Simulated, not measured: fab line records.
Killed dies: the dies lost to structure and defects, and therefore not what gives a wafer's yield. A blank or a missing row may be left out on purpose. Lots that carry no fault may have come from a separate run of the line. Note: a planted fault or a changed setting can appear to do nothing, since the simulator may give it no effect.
Problem report in the 8D (eight disciplines) form, filled by code ; flow gf180mcu ; the parts of the form that need people (team, actions taken, sign-off) are left out

== 1. WHAT WENT WRONG ==
Across 6 wafers from 2 lots, HV_LDD_4_TW at GF_HV_LDD_TW_MEAS_50 averages 510, while fault-free wafers read 567 with a standard deviation of 4.8. That is -12 standard deviations from the usual mean.
Seen first at day 17 08:34 on film metro-02, wafer L196.1. Wafers with a number at this step in the record: 39, from 13 lots. Rule for "out", or "out of limits": more than 4 standard deviations from the usual mean. The other wafers with a number count as sound.

== 2. WHAT IT IS, AND WHAT IT ISN'T ==
question;is;is not
which readings at this step;HV_LDD_4_TW;-
which lots;L196, L198;L182, L183, L184, L187, L188, L190, L191, L192, L193, L197, L204
which wafers of those lots;all that have a number;-
read on which gauges;film metro-02, film metro-03;film metro-01
when;from day 17 08:34;"up to then (27 sound wafers); but 6 sound wafers of L197, L204 came after"

== 3. WHAT RULES OUT EACH SUSPECT ==
Counting: a tool at any process step up to the reading remains a suspect when it ran all the lots that are out and ran no sound lot after the first of those.
- the gauge at GF_HV_LDD_TW_MEAS_50 has been ruled out. Those wafers that are out were read across 2 gauges (film metro-02, film metro-03).
- implanter-03 at GF_HV_LDD_IMPLANT_48: kept. It ran every lot that is out, first L196 (day 17 08:19), and no sound lot after that; its last sound lot up to then is L193 (day 16 03:20). On those wafers its own readings are out: tilt deg.
Remaining after the count: implanter-03 at GF_HV_LDD_IMPLANT_48.

== 4. THE CAUSE (what the simulator had put in) ==
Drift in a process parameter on implanter-03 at GF_HV_LDD_IMPLANT_48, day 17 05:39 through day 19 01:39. Setting tilt deg, moved by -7, from 7. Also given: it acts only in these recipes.
Only this tool survived the counting.

== 5. SEQUENCE OF EFFECTS, ordered by route ==
Each row: a reading whose mean over the struck wafers that have a number lies more than 3 standard deviations from the usual. Only readings whose record carries a usual standard deviation are examined. hours: median over the lots of the time between each lot's start at the first step of this table that gives one and its start at this step. sigmas: the change, counted in usual standard deviations.
hours;step;reading;usual;on struck wafers;change;sigmas
0;GF_HV_LDD_IMPLANT_48;tilt deg;6.999 degrees;0.002;-6.997;-99 or more
0;GF_HV_LDD_TW_MEAS_50;HV_LDD_4_TW;567;510;-57;-12
It contains these process steps:
- GF_HV_LDD_IMPLANT_48
Later steps that measure or inspect, where all struck wafers having a row at the step show a number for every such reading and not one has moved that far: GF_NSD_CD_MEAS_07, GF_SAB_THK_MEAS_01.

== 6. HOW IT WOULD HAVE BEEN CAUGHT EARLIER ==
The first out-of-limits reading at a measuring or inspecting step in this record came at day 17 08:34, 3 hours after the fault's start at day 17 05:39.
The tool's own readings at GF_HV_LDD_IMPLANT_48 were out on every struck wafer that the step has a row for (tilt deg): an alarm limit on them would have fired on the first of those.
L198, from the lots that are out (2), started GF_HV_LDD_IMPLANT_48 on implanter-03 later than day 17 08:34. A hold on the tool at that time would have spared it.
